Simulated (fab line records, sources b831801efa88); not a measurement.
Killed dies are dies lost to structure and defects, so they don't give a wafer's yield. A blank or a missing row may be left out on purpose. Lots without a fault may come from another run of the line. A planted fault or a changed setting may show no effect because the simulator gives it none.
fab line records | flow gf180mcu
record lots=15 wafers=45 last_day=34
route steps=602 shown V2@407 M3@411
lots that met no fault: from a run of the same line without faults
start_h: hours from the record's first day to the start of the lot's first wafer shown | wait_h: hours since the lot's step before | " the same as in the row above | L1.1+2: a row that stands for several wafers | - no value, or no start given | * or withheld: withheld | < > ~ a bound
route shown NAME@n: a module of which the file shows steps, and the number in the route of the first | usual: mean/standard deviation of fault-free wafers | same: alike in all rows | chamber/n: place in a boat | sites: the reading at each site | _std_site: their standard deviation | _edge_site: outer sites' mean less inner sites' | radius_mm: how far each site lies from the wafer's centre | mask NAME#n: copy n | behind: the tool/chamber that last shaped the wafer | hold: why the lot was held/for how many hours/how that ended | device: the transistor (n, p or np) that didn't switch | end of line: the same wafers' tests at the end of the route | a step without rows: its recipe alone | killed: dies lost to structure and defects at the first sort, not the wafer's yield | map: a wafer's dies, x killed, . not, _ none there
set.NAME: the setting as run; set.NAME@STEP: as run at that earlier step | model.NAME: the simulator's own value behind a step, which no gauge read
steps of the route over a sample of lots; a table a step, a row a wafer
services: from which hour (start_h, from the record's first day; less than 0 if before it) a tool's chamber was out of use, for how many hours, and why
## steps
# step GF_V2_THK_MEAS_25
# recipe thk_meas_gauge=xrf reads=W_of_V2_CVD_23
# usual V2_W_THK=345/4.8
# columns lot.wafer tool chamber start_h wait_h V2_W_THK[nm]
L564.2 film_metro-03 - 462.76 0.1 352
L564.3 " - " " 347
L564.4 " - " " 349
L565.3 film_metro-03 - 473.76 0.1 349
L565.5 " - " " 343
L565.6 " - " " 350
L566.2 film_metro-03 - 480.94 0.1 343
L566.3 " - " " 342
L566.4 " - " " 345
L567.3 film_metro-04 - 490.50 0.1 333
L567.4 " - " " 340
L567.6 " - " " 338
L568.2 film_metro-03 - 496.72 0.1 350
L568.3 " - " " 351
L568.6 " - " " 348
L572.2 film_metro-03 - 529.13 0.1 341
L572.3 " - " " 341
L572.6 " - " " 345
L573.1 film_metro-02 - 545.00 0.1 349
L573.3 " - " " 347
L573.6 " - " " 347
L574.2 film_metro-02 - 551.62 0.1 344
L574.4 " - " " 347
L574.5 " - " " 345
L575.3 film_metro-03 - 559.47 0.1 357
L575.5 " - " " 354
L575.6 " - " " 350
L578.2 film_metro-02 - 579.06 0.1 343
L578.3 " - " " 344
L578.6 " - " " 343
L580.1 film_metro-04 - 601.55 0.1 342
L580.4 " - " " 340
L580.5 " - " " 342
L581.1 film_metro-04 - 603.11 0.1 346
L581.2 " - " " 343
L581.3 " - " " 344
L583.1 film_metro-04 - 617.90 0.1 345
L583.2 " - " " 342
L583.6 " - " " 340
L586.1 film_metro-02 - 651.58 0.1 344
L586.2 " - " " 337
L586.4 " - " " 343
L587.1 film_metro-02 - 663.00 0.1 343
L587.3 " - " " 346
L587.4 " - " " 349
# step GF_V2_CMP_26
# recipe stop_on=SiO2 down_force_psi=3.5 platen_rpm=60 t_overpolish_s=15 target_thk_nm=0 pad_velocity_m_s=0.94248
# usual motor_current_A=11.2/1 overpolish_run_s=15.000/0.0097 platen_rpm=60.01/0.047 time_to_endpoint_s=84.5/2.7
# columns lot.wafer tool chamber start_h wait_h motor_current_A overpolish_run_s platen_rpm time_to_endpoint_s
L564.2 cmp-02 2 462.81 0.0 11.3 15.012 60.02 86.6
L564.3 " 3 " " 13.1 14.995 60.00 85.4
L564.4 " 0 " " 11.0 15.007 60.02 85.4
L565.3 cmp-02 0 473.80 0.0 10.5 14.998 60.02 83.7
L565.6 " 0 " " 10.8 15.001 60.01 85.3
L565.5 " 1 " " 10.0 15.007 59.94 83.4
L566.4 cmp-02 1 481.04 0.1 9.7 15.015 59.99 85.0
L566.3 " 2 " " 11.2 14.988 59.91 85.2
L566.2 " 3 " " 13.1 15.006 59.95 81.6
L567.4 cmp-01 0 490.59 0.1 10.7 15.000 60.02 89.8
L567.3 " 1 " " 11.9 14.993 60.01 84.4
L567.6 " 0 " " 10.8 14.999 59.94 88.2
L568.3 cmp-01 1 496.82 0.1 11.5 15.015 59.97 85.7
L568.2 " 3 " " 10.5 15.003 60.01 85.6
L568.6 " 0 " " 11.1 15.016 59.94 89.0
L572.2 cmp-01 1 529.18 0.0 11.6 14.990 59.96 87.3
L572.3 " 0 " " 11.2 15.003 60.00 89.3
L572.6 " 1 " " 11.6 15.007 60.02 87.7
L573.3 cmp-02 3 545.06 0.0 12.4 14.999 60.02 83.2
L573.1 " 0 " " 10.6 15.012 59.98 87.4
L573.6 " 0 " " 11.3 15.005 59.97 87.9
L574.2 cmp-02 1 551.72 0.1 9.3 14.995 60.04 81.9
L574.4 " 2 " " 11.3 15.003 60.01 83.8
L574.5 " 0 " " 10.6 15.005 59.95 86.6
L575.3 cmp-02 1 559.61 0.1 9.7 14.982 60.00 85.9
L575.6 " 3 " " 12.7 15.001 60.03 83.1
L575.5 " 0 " " 10.5 14.999 60.03 85.4
L578.3 cmp-02 3 579.11 0.0 13.0 15.026 60.04 84.6
L578.2 " 2 " " 11.6 14.986 60.03 83.2
L578.6 " 3 " " 12.6 14.997 59.98 83.8
L580.4 cmp-02 3 601.66 0.1 12.9 15.013 59.97 77.5
L580.1 " 1 " " 9.6 15.021 60.00 80.0
L580.5 " 3 " " 12.7 15.008 59.99 78.8
L581.3 cmp-02 0 603.17 0.0 11.0 14.983 60.15 86.7
L581.1 " 1 " " 9.3 14.984 60.01 83.6
L581.2 " 3 " " 12.2 14.994 59.94 80.4
L583.2 cmp-01 2 618.01 0.1 12.2 14.999 60.12 82.6
L583.1 " 0 " " 10.8 15.002 60.00 84.0
L583.6 " 2 " " 13.0 15.001 60.01 80.8
L586.4 cmp-01 2 651.64 0.0 12.0 15.005 60.02 81.2
L586.1 " 0 " " 11.4 15.003 60.12 82.1
L586.2 " 1 " " 11.7 15.007 59.97 80.2
L587.1 cmp-01 3 663.06 0.1 10.4 14.993 60.01 82.2
L587.3 " 1 " " 11.6 14.987 59.91 84.5
L587.4 " 2 " " 13.0 15.018 59.96 83.2
# step GF_M3_SPUTTER_02
# recipe material=AlCu target_thk_nm=450 power_w=10600 time_s=23.9 chamber_pressure_pa=0.4
# usual cathode_dc_power_W=10600/1.8 chamber_pressure_pa=0.4000/0.00085 throttle_valve_pct=29.6/0.8
# columns lot.wafer tool chamber start_h wait_h cathode_dc_power_W chamber_pressure_pa throttle_valve_pct
L564.2 pvd_sputter-01 - 463.24 0.0 10600 0.4005 30.8
L564.3 " - " " 10599 0.3996 29.4
L564.4 " - " " 10602 0.4007 29.2
L565.3 pvd_sputter-02 - 474.23 0.0 10600 0.3993 33.2
L565.5 " - " " 10601 0.4004 31.0
L565.6 " - " " 10600 0.3999 29.4
L566.2 pvd_sputter-01 - 481.42 0.0 10600 0.3997 29.6
L566.3 " - " " 10600 0.3997 30.7
L566.4 " - " " 10601 0.3993 29.3
L567.3 pvd_sputter-04 - 490.97 0.0 10603 0.4000 29.0
L567.4 " - " " 10599 0.3993 29.8
L567.6 " - " " 10600 0.4024 29.8
L568.2 pvd_sputter-01 - 497.20 0.0 10599 0.3986 30.7
L568.3 " - " " 10602 0.3989 29.6
L568.6 " - " " 10599 0.3991 29.1
L572.2 pvd_sputter-04 - 529.61 0.0 10602 0.3986 28.7
L572.3 " - " " 10601 0.4007 29.5
L572.6 " - " " 10600 0.3988 28.6
L573.1 pvd_sputter-04 - 545.49 0.0 10599 0.3984 28.6
L573.3 " - " " 10600 0.4000 28.4
L573.6 " - " " 10601 0.3991 28.7
L574.2 pvd_sputter-04 - 552.11 0.0 10599 0.4009 28.6
L574.4 " - " " 10600 0.4003 28.6
L574.5 " - " " 10596 0.4024 28.7
L575.3 pvd_sputter-01 - 559.94 0.0 10602 0.4007 30.9
L575.5 " - " " 10600 0.4000 29.5
L575.6 " - " " 10600 0.4006 30.8
L578.2 pvd_sputter-04 - 579.54 0.0 10602 0.3991 29.9
L578.3 " - " " 10598 0.4007 28.5
L578.6 " - " " 10599 0.3980 29.3
L580.1 pvd_sputter-04 - 602.05 0.0 10599 0.4018 28.8
L580.4 " - " " 10601 0.3993 28.6
L580.5 " - " " 10598 0.4017 28.9
L581.1 pvd_sputter-01 - 603.60 0.0 10600 0.3986 29.4
L581.2 " - " " 10599 0.4003 29.2
L581.3 " - " " 10600 0.4002 31.0
L583.1 pvd_sputter-01 - 618.39 0.0 10602 0.3985 30.9
L583.2 " - " " 10599 0.4006 29.6
L583.6 " - " " 10601 0.3994 29.4
L586.1 pvd_sputter-01 - 652.07 0.0 10600 0.3995 29.5
L586.2 " - " " 10601 0.3993 29.5
L586.4 " - " " 10599 0.3992 29.0
L587.1 pvd_sputter-01 - 663.49 0.0 10601 0.4005 29.6
L587.3 " - " " 10600 0.4001 29.4
L587.4 " - " " 10601 0.3997 29.3
# step GF_M3_EXPOSE_11
# recipe mask_id=Metal3 target_cd_nm=280 na=0.68 source_shape=conventional sigma_outer=0.6 dose_mj=28
# usual exposure_dose_mJ_cm2=28.000/0.026 focus_offset_nm=0.0/0.55 stage_vel_mm_s=499.91/0.25
# columns lot.wafer tool chamber start_h wait_h mask exposure_dose_mJ_cm2 focus_offset_nm stage_vel_mm_s
L564.2 krf_scanner-01 0 475.31 - Metal3#0 27.997 0.0 499.86
L564.3 " 0 " " Metal3#0 28.019 0.0 499.72
L564.4 " 0 " " Metal3#0 28.057 0.0 499.98
L565.3 krf_scanner-01 0 486.55 - Metal3#0 27.969 -0.4 500.05
L565.5 " 0 " " Metal3#0 28.034 0.2 499.89
L565.6 " 0 " " Metal3#0 28.014 0.6 500.08
L566.2 krf_scanner-02 0 494.11 - Metal3#0 28.017 -0.7 500.00
L566.3 " 0 " " Metal3#0 28.009 -0.1 500.01
L566.4 " 0 " " Metal3#0 27.982 -0.5 500.02
L567.3 krf_scanner-02 0 503.30 - Metal3#0 27.992 0.6 499.57
L567.4 " 0 " " Metal3#0 28.030 0.5 499.63
L567.6 " 0 " " Metal3#0 28.011 1.2 499.74
L568.2 krf_scanner-02 0 508.92 - Metal3#0 27.979 0.3 499.61
L568.3 " 0 " " Metal3#0 27.958 0.5 499.57
L568.6 " 0 " " Metal3#0 27.975 0.0 499.62
L572.2 krf_scanner-01 0 540.95 - Metal3#0 28.022 0.5 499.47
L572.3 " 0 " " Metal3#0 28.027 0.9 500.19
L572.6 " 0 " " Metal3#0 28.048 1.1 499.90
L573.1 krf_scanner-01 - 556.52 - Metal3#0 - - -
L573.3 " - " " Metal3#0 - - -
L573.6 " - " " Metal3#0 - - -
L574.2 krf_scanner-02 - 563.41 - Metal3#0 - - -
L574.4 " - " " Metal3#0 - - -
L574.5 " - " " Metal3#0 - - -
L575.3 krf_scanner-01 - 571.07 - Metal3#0 - - -
L575.5 " - " " Metal3#0 - - -
L575.6 " - " " Metal3#0 - - -
L578.2 krf_scanner-02 0 590.70 - Metal3#0 28.011 0.0 500.00
L578.3 " 0 " " Metal3#0 27.989 0.8 500.18
L578.6 " 0 " " Metal3#0 27.988 -0.5 499.96
L580.1 krf_scanner-01 0 612.67 - Metal3#0 27.983 0.4 499.66
L580.4 " 0 " " Metal3#0 27.976 0.0 499.94
L580.5 " 0 " " Metal3#0 27.987 0.7 500.04
L581.1 krf_scanner-01 0 614.61 - Metal3#0 27.998 -0.2 499.73
L581.2 " 0 " " Metal3#0 28.016 0.2 499.67
L581.3 " 0 " " Metal3#0 27.988 -0.3 499.65
L583.1 krf_scanner-01 0 628.99 - Metal3#0 28.031 -0.1 500.02
L583.2 " 0 " " Metal3#0 28.037 0.2 499.56
L583.6 " 0 " " Metal3#0 28.018 0.7 499.83
L586.1 krf_scanner-02 0 661.72 - Metal3#0 28.014 0.1 499.90
L586.2 " 0 " " Metal3#0 27.991 -0.2 500.15
L586.4 " 0 " " Metal3#0 28.006 -0.4 499.96
L587.1 krf_scanner-02 0 673.20 - Metal3#0 27.969 -0.3 500.10
L587.3 " 0 " " Metal3#0 28.012 -1.5 500.12
L587.4 " 0 " " Metal3#0 28.002 -0.8 499.88
## services
# columns tool chamber start_h hours kind
krf_scanner-02 - 443.53 1.0 pm
krf_scanner-02 - 448.72 0.3 repair
krf_scanner-01 - 452.25 1.0 pm
cmp-01 - 454.58 5.0 pm
krf_scanner-01 - 461.59 0.8 pm
cmp-01 - 463.01 1.2 repair
krf_scanner-02 - 472.01 1.3 pm
krf_scanner-01 - 480.35 5.0 repair
cmp-01 - 485.88 2.4 repair
krf_scanner-01 - 493.85 0.2 repair
cmp-02 - 496.89 4.7 pm
krf_scanner-01 - 524.93 1.3 pm
pvd_sputter-01 - 534.14 18.9 repair
pvd_sputter-04 - 535.79 6.6 repair
krf_scanner-02 - 550.03 0.8 pm
krf_scanner-02 - 554.25 0.4 repair
krf_scanner-02 - 586.41 4.0 pm
krf_scanner-02 - 612.53 1.0 pm
krf_scanner-01 - 621.25 1.0 pm
krf_scanner-01 - 630.39 0.8 pm
krf_scanner-02 - 647.86 1.3 pm
cmp-02 - 658.72 1.0 repair
krf_scanner-01 - 666.16 0.4 repair
pvd_sputter-01 - 673.01 0.9 repair
## key
first_sign step=GF_M3_EXPOSE_11 reading=tool_record direction=missing
effect none on later readings
met_at GF_M3_EXPOSE_11
struck_lots L573,L574,L575
later_rows_left_out L573.1,L573.3,L573.6,L574.2,L574.4,L574.5,L575.3,L575.5,L575.6
sort_left_out L573.1,L573.3,L573.6,L574.2,L574.4,L574.5,L575.3,L575.5,L575.6
not_acting_at GF_V2_THK_MEAS_25,GF_V2_CMP_26,GF_M3_SPUTTER_02
onset_between 540.95 556.52
fault kind=skipped_step_whole tool=krf_scanner-01,krf_scanner-02 chamber=- onset_h=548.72 steps=GF_M3_EXPOSE_11 scope=struck_lots_only
# sort_left_out: the simulated sort isn't trusted on such a fault, so these wafers' sort isn't shown, and their yield isn't known
# later_rows_left_out: the simulator's readings of these wafers behind a module that went badly wrong aren't trusted and aren't shown, but for the sort
